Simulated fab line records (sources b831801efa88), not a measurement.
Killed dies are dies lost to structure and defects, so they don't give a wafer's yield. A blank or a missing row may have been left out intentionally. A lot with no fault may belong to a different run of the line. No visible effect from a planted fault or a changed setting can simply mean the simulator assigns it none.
Which of the tools did it? | flow sfq_line | 30 wafers from 10 lots sampled at 2 of the route's 325 steps

== WHAT THE GAUGES SHOWED, per wafer ==
SFQ_I2_OVL_MEAS_918.
lot  | measured     | on         | I2_OVL (nm)
L250 | day 36 10:27 | overlay-01 | 2 -1 7
L251 | day 39 01:04 | overlay-01 | 79 77 87
L252 | day 39 03:29 | overlay-01 | 57 60 58
L253 | day 39 05:53 | overlay-02 | 68 70 71
L254 | day 39 10:40 | overlay-02 | 71 67 65
L259 | day 41 00:19 | overlay-02 | -5 -4 -3
L260 | day 41 05:07 | overlay-02 | 0 3 4
L262 | day 41 18:20 | overlay-01 | -6 -3 -3
L263 | day 42 02:43 | overlay-01 | -4 -4 -3
L264 | day 42 14:43 | overlay-02 | 3 4 -1

== WHAT TOOL EACH LOT RAN ON (gives the tool, then ch and the chambers of the sampled wafers, and finally the start) ==
lot  | SFQ_TRILAYER_I2_VIA_LITHO_EXPOSE_068
L250 | krf_scanner-01 ch 0, day 36 08:57
L251 | krf_scanner-01 ch 0, day 38 23:34
L252 | krf_scanner-01 ch 0, day 39 02:22
L253 | krf_scanner-01 ch 0, day 39 04:46
L254 | krf_scanner-01 ch 0, day 39 09:10
L259 | krf_scanner-02 ch 0, day 40 23:13
L260 | krf_scanner-02 ch 0, day 41 03:37
L262 | krf_scanner-02 ch 0, day 41 17:25
L263 | krf_scanner-02 ch 0, day 42 01:13
L264 | krf_scanner-02 ch 0, day 42 13:37
- SFQ_TRILAYER_I2_VIA_LITHO_EXPOSE_068: exposes mask I2, target cd 500 nm.

== THE ANSWER, worked out from the rows above alone ==
Rule: usual is defined by the lots themselves. Put in order of their means at a reading, lots are off if they are a third of the lots or fewer, leave a main group of 4 or more, and stand apart from it by a gap of 3 or more times the standard deviation of the main group's means; of several such gaps the widest counts. A main group is skipped when, at the precision printed for the reading in the tables above, its means are all equal. A lot without any number at a reading at which 4 lots or more have one is off too. Where the step has rows for the other lots, those lots are counted as sound.
Across all readings shown, no lot is off: no conclusion can be drawn from this.

== WHAT THE SIMULATOR HAD PUT IN ==
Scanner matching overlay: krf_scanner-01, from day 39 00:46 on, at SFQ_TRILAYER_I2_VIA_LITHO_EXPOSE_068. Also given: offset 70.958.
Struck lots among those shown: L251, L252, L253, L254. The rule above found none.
